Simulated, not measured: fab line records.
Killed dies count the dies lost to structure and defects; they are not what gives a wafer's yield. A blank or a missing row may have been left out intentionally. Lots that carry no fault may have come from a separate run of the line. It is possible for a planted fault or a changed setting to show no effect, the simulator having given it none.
Which tool was responsible? + flow gf180mcu + 24 lots with 72 wafers sampled at 5 steps, on a route of 602 steps

== WHAT EACH GAUGE READ, for each wafer ==
GF_VT_IMPLANT_RS_MEAS_48: the measuring method here is four-point-probe. Usual: LVPWELL_RS gives 1194.9 ohm/sq (standard deviation 2.8).
| lot  | measured     | on            | LVPWELL_RS (ohm/sq)  | flag |
|------|--------------|---------------|----------------------|------|
| L074 | day 7 14:14  | film_metro-03 | 1197.7 1197.9 1199.6 |      |
| L075 | day 7 19:59  | film_metro-01 | 1197.3 1194.8 1197.0 |      |
| L076 | day 8 01:17  | film_metro-02 | 1194.3 1192.4 1193.5 |      |
| L077 | day 8 08:02  | film_metro-01 | 1192.5 1195.9 1195.3 |      |
| L078 | day 8 13:45  | film_metro-03 | 1193.3 1193.1 1193.7 |      |
| L079 | day 8 20:48  | film_metro-01 | 1195.7 1195.2 1196.9 |      |
| L080 | day 9 05:13  | film_metro-01 | 1192.4 1192.0 1193.7 |      |
| L081 | day 9 11:14  | film_metro-02 | 1191.7 1195.5 1192.6 |      |
| L082 | day 9 18:47  | film_metro-02 | 1191.9 1193.5 1193.3 |      |
| L083 | day 10 05:38 | film_metro-01 | 1194.6 1196.4 1195.2 |      |
| L084 | day 10 18:46 | film_metro-02 | 1193.9 1192.4 1191.8 |      |
| L085 | day 10 22:13 | film_metro-01 | 1189.9 1194.1 1194.1 |      |
| L086 | day 11 02:45 | film_metro-02 | 1191.6 1192.3 1192.6 |      |
| L087 | day 11 08:01 | film_metro-01 | 1193.7 1192.6 1196.2 |      |
| L088 | day 11 12:43 | film_metro-02 | 1195.1 1197.7 1196.0 |      |
| L089 | day 11 20:52 | film_metro-01 | 1193.9 1194.6 1195.1 |      |
| L090 | day 12 04:14 | film_metro-02 | 1194.8 1194.4 1197.1 |      |
| L091 | day 12 10:49 | film_metro-02 | 1193.7 1194.9 1192.3 |      |
| L092 | day 12 15:10 | film_metro-03 | 1202.0 1202.4 1200.8 |      |
| L093 | day 12 22:00 | film_metro-02 | 1193.3 1195.1 1191.0 |      |
| L094 | day 13 02:58 | film_metro-02 | 1193.8 1200.3 1196.2 |      |
| L095 | day 13 10:03 | film_metro-01 | 1195.4 1196.0 1195.2 |      |
| L096 | day 13 14:55 | film_metro-03 | 1196.9 1196.9 1195.1 |      |
| L097 | day 14 03:35 | film_metro-03 | 1197.4 1194.5 1199.7 |      |

GF_M3_CD_MEAS_14 targets a cd of 280 nm. Usual: 280.2 nm for cd_nm, sd 1.3.
| lot  | measured     | on        | cd_nm (nm)        | flag |
|------|--------------|-----------|-------------------|------|
| L074 | day 21 11:16 | cd_sem-01 | 280.8 280.2 280.0 |      |
| L075 | day 21 14:34 | cd_sem-02 | 280.9 280.8 281.9 |      |
| L076 | day 21 23:34 | cd_sem-02 | 280.3 279.9 280.6 |      |
| L077 | day 22 08:01 | cd_sem-02 | 279.6 277.8 279.6 |      |
| L078 | day 22 18:46 | cd_sem-01 | 281.2 280.7 281.2 |      |
| L079 | day 23 01:29 | cd_sem-01 | 281.7 282.3 281.5 |      |
| L080 | day 23 15:03 | cd_sem-02 | 280.3 279.2 279.8 |      |
| L081 | day 23 22:50 | cd_sem-01 | 280.0 279.6 280.0 |      |
| L082 | day 24 06:35 | cd_sem-02 | 279.5 280.2 281.6 |      |
| L083 | day 25 02:03 | cd_sem-01 | 280.3 279.7 280.4 |      |
| L084 | day 25 08:47 | cd_sem-02 | 278.7 278.6 279.2 |      |
| L085 | day 25 13:51 | cd_sem-01 | 280.8 280.3 282.8 |      |
| L086 | day 25 22:30 | cd_sem-02 | 281.4 279.7 280.1 |      |
| L087 | day 26 04:54 | cd_sem-02 | 277.5 278.1 277.5 |      |
| L088 | day 26 05:15 | cd_sem-02 | 282.1 281.5 281.8 |      |
| L089 | day 26 17:29 | cd_sem-01 | 277.8 277.0 278.1 |      |
| L090 | day 27 04:19 | cd_sem-01 | 278.3 277.7 278.1 |      |
| L091 | day 27 05:49 | cd_sem-02 | 279.9 281.3 280.0 |      |
| L092 | day 27 10:52 | cd_sem-01 | 279.8 279.6 280.1 |      |
| L093 | day 27 17:21 | cd_sem-02 | 279.4 278.7 281.6 |      |
| L094 | day 27 22:50 | cd_sem-01 | 280.4 280.2 279.7 |      |
| L095 | day 28 06:10 | cd_sem-01 | 282.0 281.8 280.5 |      |
| L096 | day 28 11:23 | cd_sem-02 | 282.0 282.9 282.7 |      |
| L097 | day 28 21:58 | cd_sem-01 | 280.4 280.4 281.3 |      |

GF_M3_OVL_MEAS_15. Usual: M3_OVL gives 1 nm (standard deviation 4.8).
| lot  | measured     | on         | M3_OVL (nm) | flag |
|------|--------------|------------|-------------|------|
| L074 | day 21 11:23 | overlay-01 | 2 8 10      |      |
| L075 | day 21 14:41 | overlay-01 | 8 -5 5      |      |
| L076 | day 21 23:41 | overlay-02 | 3 5 3       |      |
| L077 | day 22 08:06 | overlay-02 | 4 4 3       |      |
| L078 | day 22 18:53 | overlay-01 | -3 3 -1     |      |
| L079 | day 23 01:34 | overlay-01 | 0 4 3       |      |
| L080 | day 23 15:13 | overlay-02 | 3 6 14      |      |
| L081 | day 23 22:56 | overlay-01 | 1 0 -3      |      |
| L082 | day 24 06:41 | overlay-02 | 2 3 4       |      |
| L083 | day 25 02:10 | overlay-02 | -4 -3 -8    |      |
| L084 | day 25 08:53 | overlay-01 | 4 3 -3      |      |
| L085 | day 25 13:58 | overlay-01 | 1 -3 3      |      |
| L086 | day 25 22:37 | overlay-02 | 4 -3 -2     |      |
| L087 | day 26 05:01 | overlay-01 | -1 5 4      |      |
| L088 | day 26 05:22 | overlay-02 | 2 3 1       |      |
| L089 | day 26 17:33 | overlay-02 | 1 -5 -2     |      |
| L090 | day 27 04:25 | overlay-01 | 5 -4 4      |      |
| L091 | day 27 05:53 | overlay-02 | -4 4 4      |      |
| L092 | day 27 10:59 | overlay-01 | 7 2 4       |      |
| L093 | day 27 17:28 | overlay-02 | 0 5 3       |      |
| L094 | day 27 22:58 | overlay-02 | 0 1 2       |      |
| L095 | day 28 06:17 | overlay-01 | -5 2 -4     |      |
| L096 | day 28 11:29 | overlay-01 | 7 14 4      |      |
| L097 | day 28 22:04 | overlay-01 | -9 -7 0     |      |

GF_M5_CD_MEAS_07 targets a cd of 280 nm. Usual: 280.2 nm for cd_nm, sd 1.3.
| lot  | measured     | on        | cd_nm (nm)        | flag |
|------|--------------|-----------|-------------------|------|
| L074 | day 26 10:01 | cd_sem-02 | 279.6 279.6 280.2 |      |
| L075 | day 26 11:57 | cd_sem-01 | 278.8 279.5 279.8 |      |
| L076 | day 26 20:45 | cd_sem-02 | 279.5 278.4 278.0 |      |
| L077 | day 27 03:43 | cd_sem-02 | 281.0 281.3 281.9 |      |
| L078 | day 27 12:45 | cd_sem-01 | 280.1 279.5 280.8 |      |
| L079 | day 27 18:43 | cd_sem-01 | 281.6 282.0 282.0 |      |
| L080 | day 28 05:47 | cd_sem-01 | 278.8 278.9 277.3 |      |
| L081 | day 28 13:44 | cd_sem-01 | 281.6 281.4 280.3 |      |
| L082 | day 28 19:22 | cd_sem-01 | 279.6 279.2 278.4 |      |
| L083 | day 29 12:31 | cd_sem-01 | 280.6 280.8 280.6 |      |
| L084 | day 29 18:47 | cd_sem-02 | 281.4 280.6 279.9 |      |
| L085 | day 29 23:22 | cd_sem-02 | 282.2 282.1 282.1 |      |
| L086 | day 30 07:19 | cd_sem-02 | 281.0 280.3 280.8 |      |
| L087 | day 30 11:37 | cd_sem-02 | 280.4 279.8 280.7 |      |
| L088 | day 30 13:10 | cd_sem-02 | 281.0 278.7 279.9 |      |
| L089 | day 31 00:32 | cd_sem-02 | 281.9 280.3 281.9 |      |
| L090 | day 31 09:25 | cd_sem-02 | 281.1 281.0 280.0 |      |
| L091 | day 31 09:48 | cd_sem-01 | 276.7 276.8 277.2 |      |
| L092 | day 31 14:20 | cd_sem-02 | 281.1 281.3 280.8 |      |
| L093 | day 31 20:10 | cd_sem-01 | 279.3 279.1 280.6 |      |
| L094 | day 32 01:35 | cd_sem-01 | 280.8 282.2 281.2 |      |
| L095 | day 32 07:34 | cd_sem-01 | 279.2 280.8 280.6 |      |
| L096 | day 32 11:29 | cd_sem-02 | 277.4 279.4 278.6 |      |
| L097 | day 32 22:44 | cd_sem-02 | 279.3 280.7 279.9 |      |

== TOOL THAT RAN EACH LOT (tool first, then ch and the chambers of the sampled wafers, then the start) ==
| lot  | GF_M2_SPUTTER_02             |
|------|------------------------------|
| L074 | pvd_sputter-04, day 18 07:17 |
| L075 | pvd_sputter-04, day 18 10:58 |
| L076 | pvd_sputter-04, day 18 19:59 |
| L077 | pvd_sputter-03, day 19 05:57 |
| L078 | pvd_sputter-01, day 19 13:00 |
| L079 | pvd_sputter-03, day 19 22:59 |
| L080 | pvd_sputter-01, day 20 12:49 |
| L081 | pvd_sputter-04, day 20 22:17 |
| L082 | pvd_sputter-01, day 21 06:11 |
| L083 | pvd_sputter-01, day 22 04:37 |
| L084 | pvd_sputter-04, day 22 11:52 |
| L085 | pvd_sputter-03, day 22 15:58 |
| L086 | pvd_sputter-01, day 23 01:06 |
| L087 | pvd_sputter-03, day 23 08:22 |
| L088 | pvd_sputter-01, day 23 09:01 |
| L089 | pvd_sputter-01, day 23 22:40 |
| L090 | pvd_sputter-01, day 24 10:17 |
| L091 | pvd_sputter-01, day 24 11:56 |
| L092 | pvd_sputter-03, day 24 17:37 |
| L093 | pvd_sputter-03, day 24 23:14 |
| L094 | pvd_sputter-01, day 25 05:23 |
| L095 | pvd_sputter-03, day 25 14:14 |
| L096 | pvd_sputter-03, day 25 20:07 |
| L097 | pvd_sputter-04, day 26 07:44 |
- GF_M2_SPUTTER_02: material AlCu, target thk 450 nm, time 23.9 s.

== WHAT THE TOOLS THEMSELVES READ (means of the sampled wafers that have a number; where no wafer has one, the mark that the record gives instead) ==
GF_M2_SPUTTER_02. Usual: 29.8 % for throttle_valve_pct, sd 1.
| lot  | tool           | throttle_valve_pct (%) | flag |
|------|----------------|------------------------|------|
| L074 | pvd_sputter-04 | 30.2                   |      |
| L075 | pvd_sputter-04 | 30.4                   |      |
| L076 | pvd_sputter-04 | 29.9                   |      |
| L077 | pvd_sputter-03 | 29.4                   |      |
| L078 | pvd_sputter-01 | 29.4                   |      |
| L079 | pvd_sputter-03 | 30.9                   |      |
| L080 | pvd_sputter-01 | 29.3                   |      |
| L081 | pvd_sputter-04 | 30.3                   |      |
| L082 | pvd_sputter-01 | 29.6                   |      |
| L083 | pvd_sputter-01 | 29.2                   |      |
| L084 | pvd_sputter-04 | 29.9                   |      |
| L085 | pvd_sputter-03 | 29.5                   |      |
| L086 | pvd_sputter-01 | 29.6                   |      |
| L087 | pvd_sputter-03 | 30.8                   |      |
| L088 | pvd_sputter-01 | 29.5                   |      |
| L089 | pvd_sputter-01 | 29.2                   |      |
| L090 | pvd_sputter-01 | 29.4                   |      |
| L091 | pvd_sputter-01 | 29.4                   |      |
| L092 | pvd_sputter-03 | 30.7                   |      |
| L093 | pvd_sputter-03 | 29.5                   |      |
| L094 | pvd_sputter-01 | 29.4                   |      |
| L095 | pvd_sputter-03 | 29.7                   |      |
| L096 | pvd_sputter-03 | 29.8                   |      |
| L097 | pvd_sputter-04 | 30.0                   |      |

== THE ANSWER, worked out from the rows above alone ==
Rule: a lot is off if the mean of its wafers that have a number lies more than 3 standard deviations from the usual mean. A lot without any number at a reading at which 4 lots or more have one is off too. Any other lot the step has rows for is counted as sound. The gauges are gone through in route order, then the tools' own readings, and for those a lot's mean is taken as printed above. At the first step where some lot is off, the reading lying furthest off is the one used; lots without a number count as furthest.
Nothing can be told from this: no lot is off at any reading shown.

== WHAT WAS PUT IN BY THE SIMULATOR ==
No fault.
